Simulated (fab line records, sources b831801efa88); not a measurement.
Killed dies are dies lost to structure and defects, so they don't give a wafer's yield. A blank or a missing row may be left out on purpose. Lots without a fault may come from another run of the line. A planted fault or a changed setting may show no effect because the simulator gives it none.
Tool commonality check | flow gf180mcu | 12 lots, 36 wafers sampled

WHY IT WAS OPENED
At GF_HV_LDD_RS_MEAS_53 the reading HV_LDD_RS is flagged on 2 of 12 lots. Wafers without a fault read 418.9 ohm/sq, standard deviation 0.89.
Rule: a lot is flagged when every wafer of it that has a number lies more than 4 standard deviations from that mean, or none has a number. The other lots count as sound.

lot  | measured     | on            | HV_LDD_RS (ohm/sq), wafer by wafer | flag
L589 | day 12 03:08 | film_metro-03 | 419.6 418.9 419.0                  |
L593 | day 13 18:31 | film_metro-02 | 418.0 417.4 418.3                  |
L594 | day 13 23:02 | film_metro-01 | 418.2 417.5 417.7                  |
L597 | day 15 00:50 | film_metro-02 | 418.4 418.5 418.3                  |
L601 | day 16 06:08 | film_metro-01 | 423.2 423.7 423.6                  | FLAGGED
L602 | day 16 19:25 | film_metro-03 | 424.8 424.1 423.8                  | FLAGGED
L603 | day 17 05:47 | film_metro-03 | 418.6 418.8 419.0                  |
L606 | day 18 03:45 | film_metro-02 | 418.8 418.4 418.5                  |
L607 | day 18 08:40 | film_metro-03 | 417.6 418.5 418.9                  |
L608 | day 18 20:52 | film_metro-03 | 419.6 418.6 420.0                  |
L609 | day 18 22:05 | film_metro-03 | 420.4 418.9 419.0                  |
L610 | day 19 08:47 | film_metro-01 | 418.7 419.0 420.5                  |
The numbers of the flagged lots are 423.9 ohm/sq on average: +5.0 ohm/sq against the usual, or +6 standard deviations.

WHICH TOOL RAN EACH LOT
The record holds 2 process steps before the reading, out of a route of 602 steps. In each cell: the tool, then ch and the chambers that the sampled wafers went through, then the start.
lot  | flag    | GF_VT_IMPLANT_RTA_45             | GF_HV_LDD_IMPLANT_33
L589 |         | rtp_anneal-02 ch 0, day 7 06:47  | implanter-01 ch 0, day 11 06:43
L593 |         | rtp_anneal-02 ch 0, day 8 14:25  | implanter-04 ch 0, day 12 20:57
L594 |         | rtp_anneal-01 ch 0, day 8 20:10  | implanter-04 ch 0, day 13 01:43
L597 |         | rtp_anneal-02 ch 0, day 9 16:22  | implanter-01 ch 0, day 14 02:07
L601 | FLAGGED | rtp_anneal-01 ch 0, day 10 19:45 | implanter-04 ch 0, day 15 07:44
L602 | FLAGGED | rtp_anneal-01 ch 0, day 11 03:51 | implanter-04 ch 0, day 15 20:09
L603 |         | rtp_anneal-02 ch 0, day 11 09:47 | implanter-03 ch 0, day 16 04:50
L606 |         | rtp_anneal-02 ch 0, day 12 05:35 | implanter-03 ch 0, day 17 03:46
L607 |         | rtp_anneal-02 ch 0, day 12 13:52 | implanter-01 ch 0, day 17 08:40
L608 |         | rtp_anneal-01 ch 0, day 13 01:23 | implanter-01 ch 0, day 17 20:44
L609 |         | rtp_anneal-02 ch 0, day 13 01:40 | implanter-03 ch 0, day 17 21:17
L610 |         | rtp_anneal-01 ch 0, day 13 08:56 | implanter-03 ch 0, day 18 07:12
What these steps do:
- GF_VT_IMPLANT_RTA_45: time 30 s.
- GF_HV_LDD_IMPLANT_33
- GF_HV_LDD_RS_MEAS_53: measures by four-point-probe.

FLAGGED OVER TOTAL, TOOL BY TOOL (the gauges that took the reading come last)
step                 | tool          | lots run | flagged | share of the flagged lots | sound lots run after its first flagged lot
GF_VT_IMPLANT_RTA_45 | rtp_anneal-01 | 5        | 2       | all                       | 2 (L608,L610)
GF_VT_IMPLANT_RTA_45 | rtp_anneal-02 | 7        | 0       | none                      | -
GF_HV_LDD_IMPLANT_33 | implanter-01  | 4        | 0       | none                      | -
GF_HV_LDD_IMPLANT_33 | implanter-03  | 4        | 0       | none                      | -
GF_HV_LDD_IMPLANT_33 | implanter-04  | 4        | 2       | all                       | 0
GF_HV_LDD_RS_MEAS_53 | film_metro-01 | 3        | 1       | some                      | 1 (L610)
GF_HV_LDD_RS_MEAS_53 | film_metro-02 | 3        | 0       | none                      | -
GF_HV_LDD_RS_MEAS_53 | film_metro-03 | 6        | 1       | some                      | 4 (L603,L607,L608,L609)

WHAT THE TABLE ALLOWS
2 rows of the table ran every flagged lot: rtp_anneal-01 at GF_VT_IMPLANT_RTA_45, implanter-04 at GF_HV_LDD_IMPLANT_33.
- rtp_anneal-01 at GF_VT_IMPLANT_RTA_45: 2 of its 5 lots flagged. Sound lots ran on it after the first flagged one (L608, L610), which a lasting fault on the whole tool wouldn't allow.
- implanter-04 at GF_HV_LDD_IMPLANT_33: 2 of its 4 lots flagged. Its last sound lot is L594 (day 13 01:43), its first flagged lot L601 (day 15 07:44): a fault that began between those two fits. Its own readings lie more than 4 standard deviations out on every wafer of the flagged lots: dose_ions_cm2, faraday_current_uA.
One tool is left: implanter-04 at GF_HV_LDD_IMPLANT_33.

WHAT THE SIMULATOR HAD PUT IN
Process parameter drift: implanter-04, from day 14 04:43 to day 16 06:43, at GF_HV_LDD_IMPLANT_33. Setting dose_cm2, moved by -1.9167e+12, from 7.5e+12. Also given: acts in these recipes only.
Lots struck among those shown: L601, L602. The rule above found the same.
